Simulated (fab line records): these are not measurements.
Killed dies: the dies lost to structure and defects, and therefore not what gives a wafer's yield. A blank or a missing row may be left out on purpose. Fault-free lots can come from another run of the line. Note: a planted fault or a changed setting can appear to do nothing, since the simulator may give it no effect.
fab line records | flow sky130
[record] lots = 11 wafers = 33 last-day = 50
route steps=708 shown SONOS_ONO@181 GATE_OXIDE@197 SPACER@304 POLY_CUT@318 PAD_OPEN@708
lots untouched by any fault: they come from a run of this same line in which no faults occurred
start-h: start of the lot's first displayed wafer, in hours after the record's first day | wait-h: time in hours since the lot's previous step | " identical to the entry in the row above | L1.1+2: several wafers, shown together as one row | - no value, or no start given | * or withheld: withheld | < > ~ a bound
route shown NAME@n: NAME is a module with steps in the file, n the number in the route of the first one | usual: mean and standard deviation over wafers with no fault | same: alike in all rows | chamber/n: place in a boat | sites: readings site by site | _std_site: standard deviation of those values | _edge_site: mean of outer sites minus mean of inner sites | radius-mm: for every site, how far away it sits from the centre of the wafer | mask NAME#n: copy n | behind: the most recent tool/chamber to have shaped the wafer | hold: the reason the lot was held/the length of the hold in hours/how it ended | device: names the non-switching transistor (n, p or np) | end of line: tests run on the same wafers once the route is complete | where a step has no rows: the recipe by itself | killed: dies that structure and defects cost at the first sort, which is not the same as the wafer's yield | map: a wafer's dies, x killed, . not, _ none there
set.NAME: the setting as run; set.NAME@STEP: as run at that earlier step | model.NAME: the simulator's own value behind a step, which no gauge read
route steps across a sampled set of lots; one table per step, one row per wafer
services: when a tool's chamber went out of use (start-h, in hours from the record's first day, below 0 if earlier), for how many hours, and the reason
[[steps]]
[step SKY_SONOS_ONO_CD_MEAS_13]
[recipe] target-cd-nm = 410
[usual] cd-nm = 409.5/2.2
// columns lot.wafer tool chamber start-h wait-h cd-nm
L357.1 cd-sem-01 - 271.92 0.1 407.7
L357.3 " - " " 407.3
L357.5 " - " " 406.1
L358.1 cd-sem-01 - 277.61 0.1 408.6
L358.3 " - " " 407.2
L358.5 " - " " 408.7
L359.2 cd-sem-02 - 292.35 0.1 405.2
L359.3 " - " " 405.0
L359.4 " - " " 402.4
L363.2 cd-sem-01 - 337.95 0.1 410.8
L363.3 " - " " 410.7
L363.4 " - " " 412.1
L365.2 cd-sem-01 - 355.38 0.1 408.5
L365.3 " - " " 409.5
L365.4 " - " " 405.6
L368.1 cd-sem-02 - 379.07 0.1 408.9
L368.4 " - " " 410.9
L368.6 " - " " 408.8
L367.3 cd-sem-02 - 380.22 0.1 409.6
L367.5 " - " " 410.3
L367.6 " - " " 410.9
L369.1 cd-sem-02 - 396.76 0.1 412.1
L369.2 " - " " 411.1
L369.6 " - " " 410.0
L370.2 cd-sem-02 - 399.95 0.1 408.4
L370.3 " - " " 410.1
L370.5 " - " " 407.6
L371.2 cd-sem-02 - 407.33 0.1 409.9
L371.4 " - " " 408.3
L371.6 " - " " 412.0
L380.1 cd-sem-01 - 471.07 0.1 410.9
L380.2 " - " " 411.5
L380.5 " - " " 412.9
[step SKY_GATE_OXIDE_OVL_MEAS_10]
[usual] GATE_OXIDE_OVL = -0.4/1.4
// columns lot.wafer tool chamber start-h wait-h GATE_OXIDE_OVL[nm]
L357.1 overlay-01 - 300.43 0.1 -3.4
L357.3 " - " " -1.2
L357.5 " - " " -4.5
L358.1 overlay-02 - 304.45 0.1 -0.3
L358.3 " - " " 0.2
L358.5 " - " " 0.0
L359.2 overlay-01 - 319.47 0.1 -2.2
L359.3 " - " " -2.6
L359.4 " - " " -0.1
L363.2 overlay-01 - 368.18 0.1 -0.9
L363.3 " - " " -1.0
L363.4 " - " " -1.1
L365.2 overlay-02 - 386.57 0.1 -0.1
L365.3 " - " " -1.3
L365.4 " - " " 1.0
L368.1 overlay-01 - 411.02 0.1 -0.7
L368.4 " - " " -1.2
L368.6 " - " " -2.7
L367.3 overlay-01 - 412.59 0.1 -1.3
L367.5 " - " " -0.8
L367.6 " - " " -0.7
L369.1 overlay-01 - 427.92 0.1 1.6
L369.2 " - " " 0.7
L369.6 " - " " 0.9
L370.2 overlay-02 - 431.22 0.1 -0.3
L370.3 " - " " -0.5
L370.5 " - " " -0.8
L371.2 overlay-02 - 439.70 0.1 -1.6
L371.4 " - " " 0.3
L371.6 " - " " -0.3
L380.1 overlay-01 - 503.67 0.1 -1.0
L380.2 " - " " -2.0
L380.5 " - " " -2.6
[step SKY_SPACER_CVD_00]
[recipe] material = Si3N4 precursor = DCS/NH3 target-thk-nm = 43.1 temp-c = 770 time-s = 740 pressure-mtorr = 250
[usual] spike-tc-lower-C = 769.0/1.1
// columns lot.wafer tool chamber start-h wait-h spike-tc-lower-C
L357.1 lpcvd-02 1 515.71 1.2 768.0
L357.3 " 1 " " 768.6
L357.5 " 1 " " 767.7
L358.1 lpcvd-02 1 518.49 0.4 769.9
L358.3 " 1 " " 769.2
L358.5 " 1 " " 769.5
L359.2 lpcvd-02 1 540.36 2.1 768.1
L359.3 " 1 " " 769.0
L359.4 " 1 " " 767.6
L363.2 lpcvd-02 1 588.72 0.0 768.8
L363.3 " 1 " " 768.5
L363.4 " 1 " " 768.3
L365.2 lpcvd-02 1 606.56 0.0 767.5
L365.3 " 1 " " 770.1
L365.4 " 1 " " 768.5
L368.1 lpcvd-02 0 634.44 0.0 769.3
L368.4 " 0 " " 769.7
L368.6 " 0 " " 769.2
L367.3 lpcvd-02 1 637.01 1.4 768.4
L367.5 " 1 " " 768.3
L367.6 " 1 " " 769.8
L370.2 lpcvd-02 0 648.91 0.0 769.0
L370.3 " 0 " " 769.0
L370.5 " 0 " " 770.4
L369.1 lpcvd-02 1 651.17 0.2 770.0
L369.2 " 1 " " 769.6
L369.6 " 1 " " 768.1
L371.2 lpcvd-02 1 658.21 0.0 769.2
L371.4 " 1 " " 769.2
L371.6 " 1 " " 767.9
L380.1 lpcvd-02 1 715.29 0.9 769.7
L380.2 " 1 " " 769.8
L380.5 " 1 " " 767.5
[step SKY_SPACER_THK_MEAS_01]
[recipe] reads = Si3N4_of_SPACER_CVD_00
[usual] SPACER_CVD_00_THK = 43.2/0.37
// columns lot.wafer tool chamber start-h wait-h SPACER_CVD_00_THK[nm]
L357.1 film-metro-02 - 516.92 0.0 43.0
L357.3 " - " " 43.0
L357.5 " - " " 43.1
L358.1 film-metro-02 - 520.30 0.0 43.2
L358.3 " - " " 43.1
L358.5 " - " " 43.0
L359.2 film-metro-03 - 542.17 0.0 43.4
L359.3 " - " " 43.5
L359.4 " - " " 43.5
L363.2 film-metro-04 - 589.94 0.0 43.4
L363.3 " - " " 43.3
L363.4 " - " " 43.4
L365.2 film-metro-02 - 607.78 0.0 43.1
L365.3 " - " " 43.6
L365.4 " - " " 43.1
L368.1 film-metro-02 - 635.65 0.0 43.8
L368.4 " - " " 43.7
L368.6 " - " " 43.7
L367.3 film-metro-02 - 638.23 0.0 43.0
L367.5 " - " " 43.2
L367.6 " - " " 43.3
L370.2 film-metro-03 - 650.13 0.0 62.6
L370.3 " - " " 62.5
L370.5 " - " " 62.2
L369.1 film-metro-02 - 652.37 0.0 62.1
L369.2 " - " " 61.8
L369.6 " - " " 62.0
L371.2 film-metro-02 - 659.42 0.0 62.5
L371.4 " - " " 62.5
L371.6 " - " " 62.2
L380.1 film-metro-02 - 716.49 0.0 43.4
L380.2 " - " " 43.3
L380.5 " - " " 43.1
[step SKY_SPACER_ETCHBACK_02]
[recipe] chemistry = CH3F/O2 target = Si3N4 stop-on = SiO2 source-w = 400 bias-w = 80 pressure-mtorr = 25 ch3f-flow-sccm = 40 O2_flow_sccm = 30 time-s = 46.7 target-depth-a = 450
[usual] drypump-motor-current-A = 5.8/0.33 oes-product-au = 0.855/0.0058 rf-fwd-power-W = 395.9/1.6 throttle-valve-pct = 10.562/0.0088
// columns lot.wafer tool chamber start-h wait-h drypump-motor-current-A oes-product-au rf-fwd-power-W rf-hours-counter-h throttle-valve-pct
L357.1 rie-diel-01 0 516.98 0.1 5.6 0.854 392.1 5 10.553
L357.3 " 1 " " 6.0 0.853 396.9 38 10.546
L357.5 " 2 " " 6.0 0.847 396.6 - 10.576
L358.1 rie-diel-02 0 520.36 0.1 5.7 0.854 396.5 2 10.576
L358.3 " 3 " " 5.0 0.853 397.0 39 10.575
L358.5 " 3 " " 5.0 0.856 396.3 - 10.555
L359.2 rie-diel-03 3 542.22 0.0 6.0 0.858 396.2 2 10.571
L359.3 " 2 " " 5.9 0.853 397.1 10 10.557
L359.4 " 0 " " 5.6 0.853 394.4 1 10.568
L363.2 rie-diel-01 2 589.99 0.0 6.0 0.856 397.1 7 10.554
L363.3 " 3 " " 6.3 0.860 394.2 7 10.558
L363.4 " 1 " " 6.0 0.858 394.6 39 10.565
L365.2 rie-diel-03 3 607.83 0.0 6.0 0.854 393.3 3 10.576
L365.3 " 0 " " 5.5 0.863 398.4 2 10.575
L365.4 " 2 " " 5.9 0.851 396.5 12 10.557
L368.1 rie-diel-03 2 635.71 0.1 5.9 0.864 396.4 12 10.567
L368.4 " 3 " " 6.1 0.858 393.4 4 10.550
L368.6 " 2 " " 5.9 0.859 396.3 - 10.561
L367.3 rie-diel-02 2 638.27 0.0 5.8 0.860 395.7 1 10.554
L367.5 " 2 " " 5.8 0.853 395.3 - 10.557
L367.6 " 3 " " 5.0 0.850 396.4 - 10.557
L370.2 rie-diel-01 2 650.18 0.0 6.0 1.008 396.7 8 10.574
L370.3 " 3 " " 6.3 0.990 396.0 9 10.587
L370.5 " 2 " " 6.0 1.005 395.4 - 10.583
L369.1 rie-diel-02 1 652.43 0.1 5.5 1.015 399.4 9 10.576
L369.2 " 0 " " 5.7 0.999 396.5 5 10.577
L369.6 " 1 " " 5.5 1.014 398.6 - 10.571
L371.2 rie-diel-01 2 659.47 0.0 6.0 1.004 398.5 8 10.579
L371.4 " 3 " " 6.3 0.995 397.2 9 10.580
L371.6 " 3 " " 6.2 0.999 398.4 - 10.594
L380.1 rie-diel-02 1 716.55 0.1 5.5 0.847 397.7 10 10.550
L380.2 " 3 " " 5.0 0.856 395.7 43 10.568
L380.5 " 0 " " 5.7 0.857 397.0 - 10.585
[step SKY_POLY_CUT_ETCH_11]
[recipe] target = Si3N4 chemistry = CF4/CH2F2/Ar stop-on = poly-Si source-w = 600 bias-w = 150 pressure-mtorr = 40 cf4-flow-sccm = 40 ch2f2-flow-sccm = 20 Ar_flow_sccm = 150 time-s = 42.5 target-depth-a = 600
[usual] cf4-flow-sccm = 40.03/0.12 drypump-motor-current-A = 5.6/0.44 oes-product-au = 0.830/0.0074 rf-fwd-power-W = 592/3.2 throttle-valve-pct = 14.993/0.0095
// columns lot.wafer tool chamber start-h wait-h cf4-flow-sccm drypump-motor-current-A oes-product-au rf-fwd-power-W rf-hours-counter-h throttle-valve-pct
L357.1 rie-diel-01 0 546.92 0.0 39.92 5.6 0.829 589 5 14.998
L357.3 " 2 " " 40.02 6.0 0.830 593 6 14.991
L357.5 " 3 " " 39.99 6.3 0.828 592 - 14.990
L358.1 rie-diel-02 3 550.04 0.0 40.02 5.0 0.827 597 40 14.980
L358.3 " 1 " " 40.21 5.5 0.829 597 7 15.019
L358.5 " 0 " " 40.09 5.7 0.831 594 - 14.992
L359.2 rie-diel-02 3 571.91 0.0 39.85 5.0 0.831 595 40 14.985
L359.3 " 0 " " 40.04 5.7 0.836 592 3 14.993
L359.4 " 3 " " 40.11 5.0 0.830 598 - 14.981
L363.2 rie-diel-04 3 618.94 0.0 39.96 5.6 0.827 586 13 14.970
L363.3 " 2 " " 40.02 6.3 0.827 591 12 15.000
L363.4 " 1 " " 40.02 5.0 0.826 595 4 14.989
L365.2 rie-diel-04 2 636.97 0.0 40.13 6.4 0.823 589 13 14.973
L365.3 " 0 " " 39.94 5.2 0.830 591 37 15.001
L365.4 " 1 " " 40.05 4.9 0.827 595 5 14.987
L368.1 rie-diel-01 2 663.74 0.0 40.11 6.0 0.826 596 8 14.999
L368.4 " 3 " " 39.96 6.3 0.833 595 9 14.990
L368.6 " 2 " " 40.10 6.0 0.830 595 - 14.991
L367.3 rie-diel-04 0 666.71 0.0 39.92 5.2 0.822 587 37 15.000
L367.5 " 1 " " 39.96 5.0 0.824 591 - 14.988
L367.6 " 2 " " 40.06 6.3 0.818 591 - 14.985
L380.1 rie-diel-04 2 744.07 0.0 40.07 6.3 0.824 590 15 14.989
L380.2 " 1 " " 40.17 5.0 0.821 595 7 14.979
L380.5 " 3 " " 39.85 5.6 0.833 588 - 15.001
[step SKY_PAD_OPEN_PROBE_99]
[usual] killed_at_M0_to_M3 = 44/7.3 killed_at_M4_up = 3.1/1.9 killed-at-contacts = 24/5.3 killed-at-front-end = 15/4 killed-at-other = 0.4/0.6 killed-dies = 86/9.2 killed-on-rim = 17/3.5 killed-open = 47/6.9 killed-short = 39/6.9
[same] gross-dies = 492 killed-at-back-side = 0
// columns lot.wafer tool chamber start-h wait-h killed_at_M0_to_M3 killed_at_M4_up killed-at-contacts killed-at-front-end killed-at-other killed-dies killed-on-rim killed-open killed-short
L368.1 prober-02 - 1143.64 0.1 50 6 22 21 1 100 26 55 45
L368.4 prober-02 - 1143.79 0.2 63 2 19 21 1 106 17 59 46
L368.6 prober-02 - 1143.89 0.2 59 1 15 11 0 86 16 45 41
L369.1 prober-01 - 1154.72 0.1 45 2 20 425 0 492 96 46 34
L369.2 prober-01 - 1154.77 0.1 44 5 26 417 0 492 96 51 37
L369.6 prober-01 - 1154.97 0.2 40 1 21 429 1 492 96 36 43
L370.2 prober-02 - 1154.76 0.1 46 3 17 426 0 492 96 48 28
L370.3 prober-02 - 1154.81 0.2 37 7 30 418 0 492 96 42 46
L370.5 prober-02 - 1154.91 0.2 38 3 12 439 0 492 96 35 34
L371.2 prober-02 - 1161.04 0.1 39 1 24 427 1 492 96 41 40
L371.4 prober-02 - 1161.14 0.2 48 6 31 406 1 492 96 49 48
L371.6 prober-02 - 1161.24 0.2 44 2 20 425 1 492 96 41 40
// killed by level:class
L368.1 VIA1:geometric-particle:open=10 CONTACT:geometric-particle:open=8 VIA3:geometric-particle:open=8 VIA2:geometric-particle:open=8 METAL1:geometric-particle:short=7 FIELD_ISO:geometric-particle:short=6 LI_CONTACT:geometric-particle:open=5 POLY_GATE:geometric-particle:short=4
L368.4 VIA1:geometric-particle:open=16 METAL1:geometric-particle:short=9 VIA3:geometric-particle:open=9 LI_CONTACT:geometric-particle:open=7 VIA2:geometric-particle:open=7 FIELD_ISO:geometric-particle:open=6 METAL2:geometric-particle:short=6 VIA1:geometric-particle:short=5
L368.6 VIA1:geometric-particle:open=14 VIA1:geometric-particle:short=8 VIA2:geometric-particle:open=8 METAL1:geometric-particle:short=7 VIA3:geometric-particle:open=7 LOCAL_INTERCONNECT:geometric-particle:short=4 CONTACT:geometric-particle:open=4 METAL2:geometric-particle:short=4
L369.1 SPACER:area-etchback=412 VIA1:geometric-particle:open=9 VIA3:geometric-particle:open=8 CONTACT:geometric-particle:open=6 LI_CONTACT:geometric-particle:open=6 METAL2:geometric-particle:short=6 VIA2:geometric-particle:open=6 POLY_GATE:geometric-particle:short=5
L370.2 SPACER:area-etchback=416 VIA1:geometric-particle:open=13 LI_CONTACT:geometric-particle:open=8 VIA2:geometric-particle:open=7 VIA3:geometric-particle:short=7 FIELD_ISO:geometric-particle:open=5 CONTACT:geometric-particle:open=5 VIA3:geometric-particle:open=5
L369.2 SPACER:area-etchback=403 CONTACT:geometric-particle:open=10 VIA2:geometric-particle:open=10 VIA1:geometric-particle:open=9 LI_CONTACT:geometric-particle:open=6 CONTACT:geometric-particle:short=6 FIELD_ISO:geometric-particle:open=5 METAL1:geometric-particle:short=5
L370.3 SPACER:area-etchback=404 CONTACT:geometric-particle:open=10 LI_CONTACT:geometric-particle:open=7 CONTACT:geometric-particle:short=6 VIA1:geometric-particle:open=6 METAL2:geometric-particle:short=6 VIA2:geometric-particle:open=6 METAL1:geometric-particle:short=5
L370.5 SPACER:area-etchback=423 VIA1:geometric-particle:open=7 METAL1:geometric-particle:short=6 VIA3:geometric-particle:open=6 VIA1:geometric-particle:short=5 METAL2:geometric-particle:short=5 CONTACT:geometric-particle:open=4 VIA2:geometric-particle:open=4
L369.6 SPACER:area-etchback=413 CONTACT:geometric-particle:open=9 CONTACT:geometric-particle:short=7 VIA1:geometric-particle:open=7 METAL1:geometric-particle:short=7 VIA1:geometric-particle:short=5 VIA3:geometric-particle:open=5 VIA3:geometric-particle:short=4
L371.2 SPACER:area-etchback=409 VIA1:geometric-particle:open=10 CONTACT:geometric-particle:open=9 FIELD_ISO:geometric-particle:open=5 LI_CONTACT:geometric-particle:open=5 LOCAL_INTERCONNECT:geometric-particle:short=5 VIA2:geometric-particle:short=5 VIA2:geometric-particle:open=5
L371.4 SPACER:area-etchback=394 VIA1:geometric-particle:open=15 CONTACT:geometric-particle:open=10 LOCAL_INTERCONNECT:geometric-particle:short=9 METAL1:geometric-particle:short=7 FIELD_ISO:geometric-particle:short=6 LI_CONTACT:geometric-particle:open=6 VIA2:geometric-particle:open=6
L371.6 SPACER:area-etchback=410 VIA1:geometric-particle:open=8 LI_CONTACT:geometric-particle:open=7 VIA2:geometric-particle:open=7 CONTACT:geometric-particle:open=6 METAL1:geometric-particle:short=6 FIELD_ISO:geometric-particle:short=5 VIA3:geometric-particle:short=5
[[services]]
// columns tool chamber start-h hours kind
rie-diel-01 3 507.88 12.4 repair
rie-diel-04 1 525.24 8.8 repair
rie-diel-02 0 531.18 7.0 repair
rie-diel-02 1 542.41 3.3 repair
rie-diel-02 3 554.44 8.7 repair
rie-diel-02 2 563.15 - clean
rie-diel-02 2 563.15 15.5 scheduled-down
rie-diel-02 2 563.15 15.5 vent-cycle
rie-diel-02 3 582.88 3.7 repair
rie-diel-04 - 592.20 0.5 repair
rie-diel-04 2 595.90 12.0 repair
rie-diel-01 0 637.50 14.2 repair
rie-diel-04 - 641.51 0.5 repair
rie-diel-03 3 669.68 14.2 repair
rie-diel-02 0 675.93 15.2 repair
rie-diel-03 1 714.84 3.3 repair
rie-diel-03 - 735.44 2.8 pm
[[key]]
[first-sign] step = SKY_SPACER_THK_MEAS_01 reading = SPACER_CVD_00_THK direction = up sigmas = 51 usual = 43.2 struck = 62.3
[effect] step = SKY_SPACER_ETCHBACK_02 reading = oes-product-au direction = up sigmas = 26 usual = 0.855 struck = 1.003
[effect] step = SKY_PAD_OPEN_PROBE_99 reading = killed-at-front-end direction = up sigmas = 99+ usual = 15 struck = 424
[more-kills-born-at] SKY_SPACER_ETCHBACK_02@rie-diel-01 = 2456 SKY_SPACER_ETCHBACK_02@rie-diel-02 = 1228
met-at SKY_SPACER_CVD_00
struck-lots L369,L370,L371
later-rows-left-out L369.1,L369.2,L369.6,L370.2,L370.3,L370.5,L371.2,L371.4,L371.6
tester-left-out L369,L370,L371
not-acting-at SKY_SONOS_ONO_CD_MEAS_13,SKY_GATE_OXIDE_OVL_MEAS_10,SKY_POLY_CUT_ETCH_11
onset-between 637.01 648.91
[fault] kind = process-parameter-drift tool = lpcvd-02 chamber = - onset-h = 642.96 steps = SKY_SPACER_CVD_00 channel = target-thk-nm offset = 18.912 shape = step end-h = 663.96 acts-in = these-recipes-only stated = 43.1
// tester-left-out: of these lots the tester's yield and bins aren't shown, on N5 and GAA mostly nor the transistor test; their killed dies are dies lost to structure and defects alone, not to doping, threshold or leakage, so they don't give the yield
// later-rows-left-out: the simulator's readings of these wafers behind a module that went badly wrong aren't trusted and aren't shown, but for the sort
